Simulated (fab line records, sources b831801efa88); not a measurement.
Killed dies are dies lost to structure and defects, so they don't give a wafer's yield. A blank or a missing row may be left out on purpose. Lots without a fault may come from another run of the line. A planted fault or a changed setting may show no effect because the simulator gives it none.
One fault seen from 2 desks | flow sky130 | each desk has only its own numbers; what lay behind them comes last

THE TOOL OWNER'S DESK: pvd_sputter-02
The tool's own readings at SKY_METAL3_SPUTTER_04 (material TiN, target thk 70 nm, time 58.3 s): means of the sampled wafers that have a number, for each lot that ran on this tool. A lot is out of limits, marked OUT, if its mean lies more than 4 standard deviations from the usual mean; the brackets give that distance.
Columns: A = throttle_valve_pct at SKY_METAL3_SPUTTER_04, usual 29.7 %
lot  | first seen here | A
L121 | day 37 05:04    | 28.9
L123 | day 37 15:10    | 29.0
L126 | day 38 15:50    | 29.4
L135 | day 41 13:56    | 28.7
L141 | day 42 23:26    | 30.4
This desk's finding: nothing out of limits on any of the 5 lots.

THE METROLOGY DESK
What the gauges read, lot by lot, whatever tool the lot ran on: means of the sampled wafers that have a number. A lot is out of limits, marked OUT, if its mean lies more than 4 standard deviations from the usual mean; the brackets give that distance.
Columns: A = METAL2_OVL at SKY_METAL2_OVL_MEAS_16, usual 0 nm; B = VIA2_BOW at SKY_VIA2_BOW_MEAS_03, usual 84 um; C = VIA2_W_THK at SKY_VIA2_THK_MEAS_23, usual 433 nm
lot  | first seen here | A  | B  | C
L119 | day 35 04:08    | 5  | 80 | 432
L121 | day 36 00:31    | -7 | 85 | 425
L123 | day 36 10:47    | -2 | 77 | 434
L124 | day 36 21:59    | -1 | 85 | 422
L126 | day 37 10:26    | -0 | 87 | 422
L129 | day 38 08:08    | -5 | 77 | 436
L130 | day 38 15:35    | -2 | 81 | 436
L131 | day 39 07:20    | 11 | 88 | 434
L132 | day 39 16:11    | -1 | 81 | 423
L135 | day 40 10:05    | -2 | 82 | 428
L141 | day 41 20:53    | -3 | 91 | 425
This desk's finding: nothing out of limits on any of the 11 lots.

PUT TOGETHER
The tool owner's desk saw nothing out of limits.
The metrology desk saw nothing out of limits.

WHAT THE SIMULATOR HAD PUT IN
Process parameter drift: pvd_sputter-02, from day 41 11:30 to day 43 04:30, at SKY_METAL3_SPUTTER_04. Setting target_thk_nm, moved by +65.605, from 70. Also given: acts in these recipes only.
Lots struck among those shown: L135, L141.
